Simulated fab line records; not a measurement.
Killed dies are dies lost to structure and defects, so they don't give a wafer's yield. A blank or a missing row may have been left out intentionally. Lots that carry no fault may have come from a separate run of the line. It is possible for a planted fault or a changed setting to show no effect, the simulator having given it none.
A lot that was struck, set against a sound lot | flow sky130 | 14 out of 708 route steps
Sound: these wafers, L459.2, L459.4, L459.6. Wafers L462.3, L462.5, L462.6 were the ones struck. Last of all comes the cause.
For every step that has rows: the tool of each side, followed by ch and its chambers, followed by its first start. Under that, the readings that differ: sound wafers | struck wafers | difference of the means | sigmas: that difference in standard deviations of wafers without a fault.
alike: readings whose means differ by less than 2 such deviations, and words and numbers that are the same on both sides. not compared: withheld readings, readings that some wafer has no value for, bounds like >300 that may hide the same value, and numbers for which the record gives no deviation and whose values overlap.
The two part at a step that has a row with sigmas, a row that says differs or no value, or rows on one side only. Numbers that don't overlap but have no deviation are shown without sigmas and don't part them. A reading that every wafer of one side lacks parts them only if that side has two wafers or more.

SKY_LDD_LDN_STRIP_12: strips in O2/N2.
  sound on plasma-asher-04 ch 0, day 26 12:38; struck on plasma-asher-04 ch 0,1, day 27 17:15
  alike: drypump-motor-current-A, oes-product-au, strip-time-to-endpoint-s
  not compared: rf-hours-counter-h
SKY_LDD_LDN_TW_MEAS_13:
  sound on film-metro-04 at day 26 12:45; struck on film-metro-03 at day 27 17:20
  alike: LDD_LDN_TW
then, 2 steps without rows for these wafers: SKY_LDD_LDN_CLEAN_14 (cleans in SC1/SC2, time 150 s); SKY_SPACER_CVD_00 (deposits Si3N4 from DCS/NH3, target thk 43.1 nm, time 740 s).
SKY_SPACER_THK_MEAS_01:
  sound on film-metro-04 at day 26 14:04; struck on film-metro-03 at day 27 18:39
  alike: SPACER_CVD_00_THK
SKY_SPACER_ETCHBACK_02: etches Si3N4 in CH3F/O2, stops on SiO2, time 46.7 s, target depth 45 nm.
  sound on rie-diel-04 ch 0,1, day 26 14:07; struck on rie-diel-03 ch 0,3, day 27 18:41
  reading                     | sound       | struck      | difference | sigmas
  drypump-motor-current-A (A) | 6.6 5.9 6.5 | 5.4 5.4 6.1 | -0.7       | -2
  alike: oes-product-au, rf-fwd-power-W, throttle-valve-pct
  not compared: rf-hours-counter-h
then, 6 steps without rows for these wafers: SKY_POLY_CUT_DEHYDRATE_00 (time 60 s); SKY_POLY_CUT_HMDS_01 (prime time 60 s); SKY_POLY_CUT_COAT_02 (resist thk 60 nm); SKY_POLY_CUT_COAT_03 (resist thk 450 nm); SKY_POLY_CUT_SOFTBAKE_04 (time 90 s); SKY_POLY_CUT_EXPOSE_05 (exposes mask NPCM, target cd 270 nm).
SKY_POLY_CUT_PEB_06:
  struck on litho-track-03, day 28 22:00; sound on litho-track-03 ch 0, day 27 19:00
  reading         | sound          | struck | difference                    | sigmas
  exhaust-pa (Pa) | 44.7 44.8 45.9 | - - -  | no value on the struck wafers |
  not compared: chill-plate-temp-C
then, 1 step without rows for these wafers: SKY_POLY_CUT_DEVELOP_07 (develop time 60 s).

WHERE THEY PART
Last at SKY_POLY_CUT_PEB_06 as far as this record goes, first at SKY_SPACER_ETCHBACK_02.

WHY: what had been put in by the simulator
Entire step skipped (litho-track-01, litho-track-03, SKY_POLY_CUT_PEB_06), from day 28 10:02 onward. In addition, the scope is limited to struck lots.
